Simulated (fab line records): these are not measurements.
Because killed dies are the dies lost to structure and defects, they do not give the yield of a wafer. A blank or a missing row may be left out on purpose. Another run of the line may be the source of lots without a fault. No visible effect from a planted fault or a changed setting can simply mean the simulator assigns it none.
Lot-split experiment / flow sky130 / on a route of 708 steps: 5 lots, 23 wafers read

== ABOUT THE SPLIT ==
At SKY_POLY_GATE_DEVELOP_12 (develop time 60 s), the setting dev_temp_c was moved away from the recipe's 21 C on 11 of the 23 wafers read, by -8.0% to +15.9%. This setting was run at the recipe's value on the other wafers.

Between the split and the reading, the file records no step.

== THE READING ==
cd_nm at SKY_POLY_GATE_CD_MEAS_13, given in nm (cd target 150 nm). A value of 150.8 nm with a standard deviation of 1.3 nm is what fault-free wafers of this fab line usually give.

wafer=L074.1; tool, chamber at the split=litho_track-04, 0; dev_temp_c as run, C=19.31; against the recipe=-8.0%; cd_nm, nm=153.1; against lot-mates on the recipe=+2.8
wafer=L074.2; tool, chamber at the split=litho_track-04, 0; dev_temp_c as run, C=19.31; against the recipe=-8.0%; cd_nm, nm=152.2; against lot-mates on the recipe=+1.8
wafer=L074.3; tool, chamber at the split=litho_track-04, 0; dev_temp_c as run, C=21; against the recipe=recipe; cd_nm, nm=150.1; against lot-mates on the recipe=-
wafer=L074.4; tool, chamber at the split=litho_track-04, 0; dev_temp_c as run, C=21; against the recipe=recipe; cd_nm, nm=150.6; against lot-mates on the recipe=-
wafer=L074.5; tool, chamber at the split=litho_track-04, 0; dev_temp_c as run, C=19.31; against the recipe=-8.0%; cd_nm, nm=152.8; against lot-mates on the recipe=+2.5
wafer=L076.1; tool, chamber at the split=litho_track-01, 0; dev_temp_c as run, C=21; against the recipe=recipe; cd_nm, nm=151.5; against lot-mates on the recipe=-
wafer=L076.2; tool, chamber at the split=litho_track-01, 0; dev_temp_c as run, C=21; against the recipe=recipe; cd_nm, nm=150.5; against lot-mates on the recipe=-
wafer=L076.3; tool, chamber at the split=litho_track-01, 0; dev_temp_c as run, C=24.18; against the recipe=+15.1%; cd_nm, nm=149.2; against lot-mates on the recipe=-1.8
wafer=L076.5; tool, chamber at the split=litho_track-01, 0; dev_temp_c as run, C=24.18; against the recipe=+15.1%; cd_nm, nm=149.1; against lot-mates on the recipe=-1.9
wafer=L076.6; tool, chamber at the split=litho_track-01, 0; dev_temp_c as run, C=21; against the recipe=recipe; cd_nm, nm=150.9; against lot-mates on the recipe=-
wafer=L079.1; tool, chamber at the split=litho_track-04, 0; dev_temp_c as run, C=21; against the recipe=recipe; cd_nm, nm=150.6; against lot-mates on the recipe=-
wafer=L079.3; tool, chamber at the split=litho_track-04, 0; dev_temp_c as run, C=21; against the recipe=recipe; cd_nm, nm=150.2; against lot-mates on the recipe=-
wafer=L079.5; tool, chamber at the split=litho_track-04, 0; dev_temp_c as run, C=21; against the recipe=recipe; cd_nm, nm=150.0; against lot-mates on the recipe=-
wafer=L082.1; tool, chamber at the split=litho_track-01, 0; dev_temp_c as run, C=24.34; against the recipe=+15.9%; cd_nm, nm=149.0; against lot-mates on the recipe=-2.9
wafer=L082.2; tool, chamber at the split=litho_track-01, 0; dev_temp_c as run, C=21; against the recipe=recipe; cd_nm, nm=151.7; against lot-mates on the recipe=-
wafer=L082.4; tool, chamber at the split=litho_track-01, 0; dev_temp_c as run, C=21; against the recipe=recipe; cd_nm, nm=152.1; against lot-mates on the recipe=-
wafer=L082.5; tool, chamber at the split=litho_track-01, 0; dev_temp_c as run, C=24.34; against the recipe=+15.9%; cd_nm, nm=149.6; against lot-mates on the recipe=-2.3
wafer=L082.6; tool, chamber at the split=litho_track-01, 0; dev_temp_c as run, C=24.34; against the recipe=+15.9%; cd_nm, nm=149.5; against lot-mates on the recipe=-2.4
wafer=L084.1; tool, chamber at the split=litho_track-02, 0; dev_temp_c as run, C=23.81; against the recipe=+13.4%; cd_nm, nm=146.6; against lot-mates on the recipe=-2.0
wafer=L084.2; tool, chamber at the split=litho_track-02, 0; dev_temp_c as run, C=23.81; against the recipe=+13.4%; cd_nm, nm=145.9; against lot-mates on the recipe=-2.7
wafer=L084.4; tool, chamber at the split=litho_track-02, 0; dev_temp_c as run, C=23.81; against the recipe=+13.4%; cd_nm, nm=147.1; against lot-mates on the recipe=-1.5
wafer=L084.5; tool, chamber at the split=litho_track-02, 0; dev_temp_c as run, C=21; against the recipe=recipe; cd_nm, nm=148.3; against lot-mates on the recipe=-
wafer=L084.6; tool, chamber at the split=litho_track-02, 0; dev_temp_c as run, C=21; against the recipe=recipe; cd_nm, nm=148.9; against lot-mates on the recipe=-

FIT RESULTS
A straight line over all 23 wafers: cd_nm changes by -0.165 nm for each +1% of dev_temp_c; r = -0.74; the points scatter about the line by 1.3 nm.
The same after taking each lot's own level away (the mean of its wafers on the recipe; 23 wafers): -0.175 nm for each +1%; r = -0.95; scatter 0.5 nm.
The reading moves by 2.8 nm for the largest change in dev_temp_c, on that fit.
The lots' own levels span 148.60 to 151.90 nm, that is 2.5 times the standard deviation above.
So the lot-to-lot level blurs the effect unless lot-mates are compared.
Check: -2.46 nm against its lot-mates is what the line predicts for one of the wafers moved furthest among these (+15.9%) when that wafer is left out of the fit. Against them it came out at -2.9 nm.

== THE OTHER SPLITS THESE WAFERS WENT THROUGH ==
Before the reading, these wafers also passed through other splits. Each is held against what the fit with the lots' levels taken away leaves over:
other split on the same wafers=SKY_VT_ADJUST_PCH_COAT_02 spin_rpm; wafers away from the commonest value=5; r with cd_nm (lot level and that fit taken away)=+0.01
other split on the same wafers=SKY_VT_ADJUST_PCH_STRIP_09 power_w; wafers away from the commonest value=5; r with cd_nm (lot level and that fit taken away)=-0.22
other split on the same wafers=SKY_SONOS_ONO_OXIDATION_00 ox_time_s; wafers away from the commonest value=15; r with cd_nm (lot level and that fit taken away)=-0.03
other split on the same wafers=SKY_GATE_OXIDE_COAT_05 resist_thk_nm; wafers away from the commonest value=5; r with cd_nm (lot level and that fit taken away)=-0.12
other split on the same wafers=SKY_GATE_OXIDE_IMPLANT_11 energy_kev; wafers away from the commonest value=7; r with cd_nm (lot level and that fit taken away)=-0.29
other split on the same wafers=SKY_POLY_GATE_IMPLANT_02 energy_kev; wafers away from the commonest value=9; r with cd_nm (lot level and that fit taken away)=-0.03

== FILE'S OWN FIT ==
cd_nm changes by -0.155 nm for each +1% of dev_temp_c, r = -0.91.
